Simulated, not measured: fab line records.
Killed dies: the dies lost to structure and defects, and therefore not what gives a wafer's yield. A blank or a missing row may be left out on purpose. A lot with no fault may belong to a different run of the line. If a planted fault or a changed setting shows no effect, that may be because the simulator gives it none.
Which tool is to blame?	flow sfq_line	15 lots with 45 wafers sampled at 6 steps, on a route of 325 steps

## WHAT EACH GAUGE READ, for each wafer
No reading from a measuring or inspecting step in the record can be judged against a usual standard deviation.

## WHAT TOOL EACH LOT RAN ON (gives the tool, then ch and the chambers of the sampled wafers, and finally the start)
lot	SFQ_TRILAYER_I3_VIA_STRIP_STRIP_089	SFQ_TRILAYER_M4_DEP_SPUTTER_091	SFQ_TRILAYER_M4_ETCH_METAL_ETCH_096	SFQ_TRILAYER_I4_VIA_BARC_OPEN_VIA_ETCH_146	SFQ_TRILAYER_I4_VIA_ETCH_VIA_ETCH_106	SFQ_TRILAYER_JJ_CE_LITHO_EXPOSE_115
L223	rie_metal-04 ch 0,1, day 27 17:47	pvd_sputter-03, day 27 18:35	rie_metal-02 ch 0,1, day 27 23:05	rie_diel-01 ch 0,1,2, day 34 22:44	rie_diel-01 ch 0,1,2, day 34 22:47	krf_scanner-02 ch 0, day 41 05:57
L226	rie_metal-04 ch 0,1, day 34 03:07	pvd_sputter-05, day 34 03:55	rie_metal-02 ch 0,1, day 34 10:07	rie_diel-02 ch 0,1,2, day 40 21:41	rie_diel-02 ch 0,1,2, day 40 21:43	krf_scanner-01 ch 0, day 46 19:59
L227	rie_metal-02 ch 0,1, day 34 13:04	pvd_sputter-04, day 34 13:52	rie_metal-01 ch 0,1, day 34 16:37	rie_diel-01 ch 0,3, day 41 09:41	rie_diel-01 ch 0,3, day 41 09:43	krf_scanner-01 ch 0, day 47 09:23
L231	rie_metal-02 ch 1, day 36 15:47	pvd_sputter-03, day 36 17:11	rie_metal-01 ch 0, day 36 21:08	rie_diel-01 ch 0,2, day 43 15:31	rie_diel-01 ch 0,2, day 43 15:35	krf_scanner-01, day 49 14:20
L232	rie_metal-03 ch 0,1, day 37 15:55	pvd_sputter-05, day 37 16:44	rie_metal-02 ch 0,1, day 37 19:26	rie_diel-02 ch 2,3, day 44 11:55	rie_diel-02 ch 2,3, day 44 11:58	krf_scanner-01, day 50 17:26
L233	rie_metal-04 ch 0,1, day 37 20:55	pvd_sputter-05, day 37 21:32	rie_metal-02 ch 0,1, day 38 00:28	rie_diel-01 ch 2,3, day 44 14:19	rie_diel-01 ch 2,3, day 44 14:22	krf_scanner-01, day 50 22:38
L234	rie_metal-04 ch 0,1, day 38 17:02	pvd_sputter-05, day 38 17:52	rie_metal-04 ch 0,1, day 38 23:08	rie_diel-02 ch 0,3, day 45 03:31	rie_diel-02 ch 0,3, day 45 03:34	krf_scanner-02 ch 0, day 51 09:41
L236	rie_metal-02 ch 0,1, day 39 00:14	pvd_sputter-04, day 39 01:04	rie_metal-04 ch 0,1, day 39 07:20	rie_diel-04 ch 0,1,3, day 45 19:07	rie_diel-04 ch 0,1,3, day 45 19:10	krf_scanner-02 ch 0, day 51 19:05
L238	rie_metal-04 ch 0,1, day 39 13:29	pvd_sputter-03, day 39 14:18	rie_metal-01 ch 0, day 45 08:23	rie_diel-02 ch 0,2, day 46 07:15	rie_diel-02 ch 0,2, day 46 07:17	krf_scanner-02 ch 0, day 52 06:05
L241	rie_metal-02 ch 0, day 40 19:52	pvd_sputter-03, day 40 21:17	rie_metal-02 ch 0,1, day 46 16:47	rie_diel-01 ch 0,1,2, day 47 01:32	rie_diel-01 ch 0,1,2, day 47 01:35	krf_scanner-01 ch 0, day 52 22:00
L242	rie_metal-02 ch 0,1, day 41 01:47	pvd_sputter-04, day 41 02:36	rie_metal-02 ch 0,1, day 47 01:11	rie_diel-04 ch 0,2, day 47 08:46	rie_diel-04 ch 0,2, day 47 08:49	krf_scanner-01 ch 0, day 53 03:00
L243	rie_metal-04 ch 0,1, day 41 11:41	pvd_sputter-05, day 41 12:17	rie_metal-01 ch 0,1, day 47 12:01	rie_diel-02 ch 2,3, day 47 21:26	rie_diel-02 ch 2,3, day 47 21:28	krf_scanner-01 ch 0, day 53 09:12
L244	rie_metal-02 ch 0,1, day 41 15:50	pvd_sputter-04, day 41 16:38	rie_metal-04 ch 0,1, day 47 16:47	rie_diel-01 ch 0,2,3, day 48 03:26	rie_diel-01 ch 0,2,3, day 48 03:28	krf_scanner-01 ch 0, day 53 15:00
L245	rie_metal-02 ch 0,1, day 41 18:14	pvd_sputter-03, day 41 19:02	rie_metal-02 ch 0,1, day 47 20:23	rie_diel-02 ch 1,2, day 48 07:02	rie_diel-02 ch 1,2, day 48 07:04	krf_scanner-01 ch 0, day 53 19:36
L246	rie_metal-02 ch 1, day 41 22:47	pvd_sputter-04, day 41 23:35	rie_metal-02 ch 0,1, day 48 01:11	rie_diel-02 ch 0,1,2, day 48 10:38	rie_diel-02 ch 0,1,2, day 48 10:40	krf_scanner-01 ch 0, day 54 00:24
- SFQ_TRILAYER_I3_VIA_STRIP_STRIP_089: strips in O2.
- SFQ_TRILAYER_M4_DEP_SPUTTER_091: material Nb, target thk 200 nm, time 133.3 s.
- SFQ_TRILAYER_M4_ETCH_METAL_ETCH_096: etches Nb in Cl2/Ar, stops on SiO2, target depth 240 nm, time 120 s.
- SFQ_TRILAYER_I4_VIA_BARC_OPEN_VIA_ETCH_146: etches BARC in O2, target depth 125 nm, time 41.7 s.
- SFQ_TRILAYER_I4_VIA_ETCH_VIA_ETCH_106: etches SiO2 in CHF3, stops on Nb, target depth 260 nm.
- SFQ_TRILAYER_JJ_CE_LITHO_EXPOSE_115: exposes mask J5, target cd 700 nm.

## WHAT THE TOOLS THEMSELVES READ (means of the sampled wafers that have a number; where no wafer has one, the mark that the record gives instead)
SFQ_TRILAYER_I3_VIA_STRIP_STRIP_089. Usual: drypump_motor_current_A 5.26 A, standard deviation 0.27; oes_product_au 1.000 a.u., standard deviation 0.0075.
lot	tool	drypump_motor_current_A (A)	oes_product_au (a.u.)	flag
L223	rie_metal-04	5.16	1.007	
L226	rie_metal-04	5.32	1.005	
L227	rie_metal-02	5.29	0.994	
L231	rie_metal-02	5.28	0.992	
L232	rie_metal-03	5.10	1.002	
L233	rie_metal-04	5.32	1.000	
L234	rie_metal-04	5.32	0.999	
L236	rie_metal-02	5.28	0.997	
L238	rie_metal-04	5.19	1.001	
L241	rie_metal-02	5.29	1.001	
L242	rie_metal-02	5.28	0.994	
L243	rie_metal-04	5.18	1.000	
L244	rie_metal-02	5.28	0.997	
L245	rie_metal-02	5.29	0.997	
L246	rie_metal-02	5.26	0.994	

SFQ_TRILAYER_M4_DEP_SPUTTER_091. Usual: resputter_cathode_voltage_v 400 V, standard deviation 4.3; throttle_valve_pct 29.9 %, standard deviation 0.82.
lot	tool	resputter_cathode_voltage_v (V)	throttle_valve_pct (%)	flag
L223	pvd_sputter-03	400	29.9	
L226	pvd_sputter-05	403	29.4	
L227	pvd_sputter-04	405	30.0	
L231	pvd_sputter-03	403	29.6	
L232	pvd_sputter-05	399	30.3	
L233	pvd_sputter-05	406	29.6	
L234	pvd_sputter-05	400	30.0	
L236	pvd_sputter-04	400	30.0	
L238	pvd_sputter-03	400	30.1	
L241	pvd_sputter-03	398	30.1	
L242	pvd_sputter-04	400	30.0	
L243	pvd_sputter-05	397	29.5	
L244	pvd_sputter-04	402	29.9	
L245	pvd_sputter-03	400	30.0	
L246	pvd_sputter-04	404	29.2	

SFQ_TRILAYER_M4_ETCH_METAL_ETCH_096. Usual: bias_w 80.00 W, standard deviation 0.25; chamber_pressure_mTorr 9.998 mTorr, standard deviation 0.0094; drypump_motor_current_A 5.30 A, standard deviation 0.16; oes_product_au 0.894 a.u., standard deviation 0.0058.
lot	tool	bias_w (W)	chamber_pressure_mTorr (mTorr)	drypump_motor_current_A (A)	oes_product_au (a.u.)	flag
L223	rie_metal-02	79.92	9.999	5.26	0.886	
L226	rie_metal-02	79.74	9.989	5.29	0.899	
L227	rie_metal-01	80.09	10.003	5.49	0.887	
L231	rie_metal-01	80.27	10.002	5.21	0.896	
L232	rie_metal-02	80.07	9.997	5.28	0.890	
L233	rie_metal-02	80.09	10.002	5.28	0.898	
L234	rie_metal-04	80.05	9.997	5.19	0.896	
L236	rie_metal-04	79.95	10.000	5.14	0.903	
L238	rie_metal-01	79.91	10.003	5.20	0.888	
L241	rie_metal-02	80.18	9.997	5.29	0.897	
L242	rie_metal-02	79.81	9.992	5.27	0.894	
L243	rie_metal-01	80.05	10.003	5.34	0.894	
L244	rie_metal-04	80.01	10.001	5.18	0.900	
L245	rie_metal-02	79.80	9.999	5.27	0.891	
L246	rie_metal-02	79.93	9.995	5.27	0.892	

SFQ_TRILAYER_I4_VIA_BARC_OPEN_VIA_ETCH_146. Usual: bias_w 79.98 W, standard deviation 0.23; chamber_pressure_mTorr 30.000 mTorr, standard deviation 0.025; drypump_motor_current_A 5.76 A, standard deviation 0.29; oes_product_au 0.685 a.u., standard deviation 0.0047.
lot	tool	bias_w (W)	chamber_pressure_mTorr (mTorr)	drypump_motor_current_A (A)	oes_product_au (a.u.)	flag
L223	rie_diel-01	79.83	30.007	5.72	0.685	
L226	rie_diel-02	79.93	30.001	5.62	0.685	
L227	rie_diel-01	79.85	30.016	5.79	0.684	
L231	rie_diel-01	-	-	-	-	OFF
L232	rie_diel-02	-	-	-	-	OFF
L233	rie_diel-01	-	-	-	-	OFF
L234	rie_diel-02	79.97	29.970	6.16	0.687	
L236	rie_diel-04	79.91	29.994	5.83	0.689	
L238	rie_diel-02	79.76	30.003	5.38	0.684	
L241	rie_diel-01	79.82	30.021	5.72	0.681	
L242	rie_diel-04	80.15	29.996	5.83	0.684	
L243	rie_diel-02	79.92	30.006	5.68	0.683	
L244	rie_diel-01	80.30	29.994	5.77	0.686	
L245	rie_diel-02	79.90	29.973	5.75	0.690	
L246	rie_diel-02	79.84	29.972	5.58	0.686	

SFQ_TRILAYER_I4_VIA_ETCH_VIA_ETCH_106. Usual: bias_w 79.97 W, standard deviation 0.23; chamber_pressure_mTorr 29.998 mTorr, standard deviation 0.028; drypump_motor_current_A 5.76 A, standard deviation 0.29; oes_product_au 0.855 a.u., standard deviation 0.005.
lot	tool	bias_w (W)	chamber_pressure_mTorr (mTorr)	drypump_motor_current_A (A)	oes_product_au (a.u.)	flag
L223	rie_diel-01	80.02	29.996	5.73	0.859	
L226	rie_diel-02	80.12	30.000	5.62	0.858	
L227	rie_diel-01	79.96	30.012	5.79	0.854	
L231	rie_diel-01	79.78	30.019	5.71	0.375	OFF
L232	rie_diel-02	80.14	29.997	5.67	0.373	OFF
L233	rie_diel-01	79.96	30.034	5.63	0.376	OFF
L234	rie_diel-02	80.05	29.987	6.16	0.854	
L236	rie_diel-04	80.08	30.023	5.82	0.855	
L238	rie_diel-02	79.88	29.977	5.37	0.852	
L241	rie_diel-01	80.23	30.002	5.73	0.855	
L242	rie_diel-04	79.82	30.001	5.81	0.852	
L243	rie_diel-02	79.88	30.018	5.68	0.848	
L244	rie_diel-01	80.17	30.007	5.75	0.848	
L245	rie_diel-02	80.40	30.002	5.73	0.859	
L246	rie_diel-02	80.04	29.976	5.59	0.854	

SFQ_TRILAYER_JJ_CE_LITHO_EXPOSE_115. Usual: exposure_dose_mJ_cm2 14.397, standard deviation 0.013; focus_offset_nm 0.1 nm, standard deviation 0.59.
lot	tool	exposure_dose_mJ_cm2	focus_offset_nm (nm)	flag
L223	krf_scanner-02	14.394	-0.1	
L226	krf_scanner-01	14.412	0.0	
L227	krf_scanner-01	14.413	0.2	
L231	krf_scanner-01	-	-	OFF
L232	krf_scanner-01	-	-	OFF
L233	krf_scanner-01	-	-	OFF
L234	krf_scanner-02	14.396	0.5	
L236	krf_scanner-02	14.405	0.5	
L238	krf_scanner-02	14.382	0.5	
L241	krf_scanner-01	14.402	0.4	
L242	krf_scanner-01	14.409	0.1	
L243	krf_scanner-01	14.404	-0.5	
L244	krf_scanner-01	14.387	0.1	
L245	krf_scanner-01	14.403	-0.0	
L246	krf_scanner-01	14.403	0.8	

## THE ANSWER, worked out from the rows above alone
Rule: take the mean of a lot's wafers that have a number; if it is more than 3 standard deviations from the usual mean, the lot is off. Also off: a lot with no number at a reading for which 4 or more lots have one. All remaining lots with rows at the step are treated as sound. The gauges are gone through in route order, then the tools' own readings, and for those a lot's mean is taken as printed above. At the first step where some lot is off, the reading lying furthest off is the one used; lots without a number count as furthest.
Off: L231, L232, L233, at SFQ_TRILAYER_I4_VIA_BARC_OPEN_VIA_ETCH_146 (bias_w). Without a number there: L231, L232, L233.
A tool fits if, at that step or a process step before it, it ran every lot that is off, and no sound lot after the first of them. Not one of the candidates tried fits.

## WHAT WAS PUT IN BY THE SIMULATOR
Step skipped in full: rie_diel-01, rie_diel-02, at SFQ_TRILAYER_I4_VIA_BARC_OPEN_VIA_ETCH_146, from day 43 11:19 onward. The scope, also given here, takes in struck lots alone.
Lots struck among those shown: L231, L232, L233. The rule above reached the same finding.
